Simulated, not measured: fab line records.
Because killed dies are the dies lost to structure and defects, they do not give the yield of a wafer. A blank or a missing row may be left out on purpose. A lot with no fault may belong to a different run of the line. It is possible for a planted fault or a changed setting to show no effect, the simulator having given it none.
A struck lot beside a sound one :: flow gf180mcu :: 15 steps out of a route of 602
Sound: wafers L544.1, L544.4, L544.5. Wafers L546.1, L546.2, L546.5 were the ones struck. The cause is named last.
For every step that has rows: the tool of each side, followed by ch and its chambers, followed by its first start. Under that, the readings that differ: sound wafers :: struck wafers :: difference of the means :: sigmas: that difference in standard deviations of wafers without a fault.
alike: same words and numbers on both sides, and readings whose means sit less than 2 such deviations apart. not compared: any withheld reading, any reading some wafer has no value for, any bound like >300 that may hide the same value, and any number with overlapping values for which the record gives no deviation.
Wherever a step has rows on one side only, a row that says differs or no value, or a row with sigmas, the two part there. Numbers that have no deviation but don't overlap get no sigmas and don't part them. Lack of a reading on every wafer of one side parts them only where that side has two or more wafers.

first, 3 steps without rows for these wafers: GF_V1_EXPOSE_11 (exposes mask Via1, target cd 260 nm); GF_V1_PEB_12 (peb time 90 s); GF_V1_DEVELOP_13 (develop time 60 s).
GF_V1_CD_MEAS_14: the cd target is 260 nm.
  sound on cd-sem-01, day 20 16:28; struck on cd-sem-01, day 21 08:39
reading: cd-nm (nm)
sound: 258.4 258.0 257.2
struck: 262.8 261.5 261.3
difference: +4.0
sigmas: +3
GF_V1_OVL_MEAS_15:
  sound on overlay-01, day 20 16:35; struck on overlay-01, day 21 08:46
  alike: V1_OVL
GF_V1_ETCH_16: etches BARC in N2/H2.
  sound on rie-diel-03 ch 0,2,3, day 20 16:37; struck on rie-diel-01 ch 0,1,2, day 21 08:49
  alike: drypump-motor-current-A, n2-flow-sccm, oes-product-au, throttle-valve-pct
GF_V1_ETCH_17: etches SiO2 in C4F8/O2/Ar, stops on TiN, target depth 630 nm.
  sound: rie-diel-03 ch 0,2,3; struck: rie-diel-01 ch 0,1,2
  alike: oes-product-au
GF_V1_STRIP_18: strips in O2/N2.
  sound on plasma-asher-03 ch 0,1, day 20 16:44; struck on plasma-asher-02 ch 0,1, day 21 08:56
  alike: drypump-motor-current-A, heater-power-w, n2-flow-sccm, oes-product-au
  not compared: rf-hours-counter-h
then, 2 steps without rows for these wafers: GF_V1_STRIP_19 (strips in post etch residue remover, time 1200 s); GF_V1_CLEAN_20 (cleans in DIW).
GF_V1_SPUTTER_21: material Ti, target thk 15 nm, time 80.02 s.
  sound on pvd-sputter-01, day 20 17:16; struck on pvd-sputter-03, day 21 09:32
  alike: throttle-valve-pct
GF_V1_SPUTTER_22: material TiN, target thk 10 nm, time 40 s.
  sound on pvd-sputter-01, day 20 17:20; struck on pvd-sputter-03, day 21 09:36
  alike: throttle-valve-pct
GF_V1_CVD_23: deposits W, target thk 350 nm, time 105.05 s.
  sound on cvd-w-01 ch 0, day 20 17:22; struck on cvd-w-01 ch 0,1, day 21 09:38
reading: chamber-pressure-Torr (Torr)
sound: 39.93 40.02 39.83
struck: 38.67 38.59 38.72
difference: -1.27
sigmas: -15

reading: model.W_of_V1_CVD_23.thk-nm (nm)
sound: 350.8 352.4 353.2
struck: 344.7 346.2 345.5
difference: -6.7
sigmas: 
  alike: heater-power-w
GF_V1_RS_MEAS_24: a four-point-probe measurement.
  sound on film-metro-04, day 20 17:29; struck on film-metro-03, day 21 09:45
  alike: V1_W_RS
-- the record jumps here: 10 days lie between the struck wafers' starts before and after (it left off in module V1 and takes up again in module PASSIVATION, whose first step shown is number 602 of the route) --
GF_PASSIVATION_PROBE_99:
  the record has rows for the struck wafers here (prober-01, day 31 10:21) and none for the sound ones

== WHERE THEY PART ==
Last at GF_PASSIVATION_PROBE_99 as far as this record goes, first at GF_V1_CD_MEAS_14.

WHY: what had been put in by the simulator
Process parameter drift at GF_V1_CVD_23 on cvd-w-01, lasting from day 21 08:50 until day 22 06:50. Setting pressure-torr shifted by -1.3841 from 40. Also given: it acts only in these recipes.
